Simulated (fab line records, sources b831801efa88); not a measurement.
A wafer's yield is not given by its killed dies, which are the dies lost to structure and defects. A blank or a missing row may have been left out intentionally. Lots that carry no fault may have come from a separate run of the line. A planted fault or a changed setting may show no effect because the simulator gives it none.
Struck lot and sound lot, side by side + flow sky130 + 15 out of 708 route steps
Sound: the wafers L501.2, L501.4, L501.5. Struck: wafers L516.4, L516.5, L516.6. The cause comes at the end.
Order at every step that has rows: each side's tool, ch and its chambers, its first start. Under that, the readings that differ: sound wafers + struck wafers + difference of the means + sigmas: that difference in standard deviations of wafers without a fault.
alike: same words and numbers on both sides, and readings whose means sit less than 2 such deviations apart. not compared: any withheld reading, any reading some wafer has no value for, any bound like >300 that may hide the same value, and any number with overlapping values for which the record gives no deviation.
A row with sigmas, a row that says differs or no value, or rows on one side alone: a step with any of these is where the two part. Numbers that have no deviation but don't overlap get no sigmas and don't part them. A reading that every wafer of one side lacks parts them only if that side has two wafers or more.

first, 4 steps without rows for these wafers: SKY_VIA2_SOFTBAKE_08 (time 90 s); SKY_VIA2_EXPOSE_09 (exposes mask VIM2, target cd 200 nm); SKY_VIA2_PEB_10; SKY_VIA2_DEVELOP_11 (develop time 60 s).
SKY_VIA2_CD_MEAS_12: the cd target is 200 nm.
  struck on cd_sem-01, day 41 05:54; sound on cd_sem-02, day 36 15:17
  alike: cd_nm
SKY_VIA2_OVL_MEAS_13:
  struck on overlay-01, day 41 05:58; sound on overlay-02, day 36 15:24
  alike: VIA2_OVL
SKY_VIA2_ETCH_14: etches BARC in N2/H2, stops on SiO2, time 45.9 s, target depth 60 nm.
  sound on rie_diel-01 ch 1,2,3, day 36 15:26; struck on rie_diel-03 ch 0,2,3, day 41 05:59
  alike: drypump_motor_current_A, oes_product_au, throttle_valve_pct
  not compared: rf_hours_counter_h
SKY_VIA2_ETCH_15: etches SiO2 in C4F8/O2/Ar, stops on TiN, target depth 546 nm, time 84 s.
  sound on rie_diel-01 ch 1,2,3, day 36 15:28; struck on rie_diel-03 ch 0,2,3, day 41 06:02
  alike: oes_product_au
  not compared: rf_hours_counter_h
SKY_VIA2_STRIP_16: strips in O2/N2.
  sound on plasma_asher-04 ch 0,1, day 36 15:32; struck on plasma_asher-04 ch 0,1, day 41 06:08
| reading                      | sound             | struck            | difference | sigmas |
|------------------------------|-------------------|-------------------|------------|--------|
| strip_time_to_endpoint_s (s) | 4.060 4.107 4.079 | 4.014 4.044 3.982 | -0.069     | -2     |
  alike: drypump_motor_current_A, oes_product_au
  not compared: rf_hours_counter_h
then, 3 steps without rows for these wafers: SKY_VIA2_STRIP_17 (strips in post etch residue remover, time 1200 s); SKY_VIA2_CLEAN_18 (cleans in IPA, time 180 s); SKY_VIA2_CLEAN_19 (cleans in O3/DIW).
SKY_VIA2_SPUTTER_20: material TiN, target thk 20 nm, time 80 s.
  struck on pvd_sputter-02, day 41 06:44; sound on pvd_sputter-03, day 36 16:10
| reading                                  | sound             | struck          | difference | sigmas |
|------------------------------------------|-------------------|-----------------|------------|--------|
| model.TiN_of_VIA2_SPUTTER_20.thk_nm (nm) | 19.57 19.85 19.86 | 21.5 21.6 21.69 | +1.8       |        |
  alike: throttle_valve_pct
SKY_VIA2_CVD_21: deposits W, target thk 420 nm, time 126.4 s.
  sound on cvd_w-02 ch 0,1, day 36 16:13; struck on cvd_w-01 ch 0, day 41 06:56
  alike: heater_power_w
SKY_PAD_OPEN_PROBE_99:
  the record has rows for the sound wafers here (prober-02, day 45 20:58) and none for the struck ones

WHERE THEY PART
At SKY_VIA2_STRIP_16 first; at SKY_PAD_OPEN_PROBE_99 last (within this record only).

WHY: what the simulator had put in
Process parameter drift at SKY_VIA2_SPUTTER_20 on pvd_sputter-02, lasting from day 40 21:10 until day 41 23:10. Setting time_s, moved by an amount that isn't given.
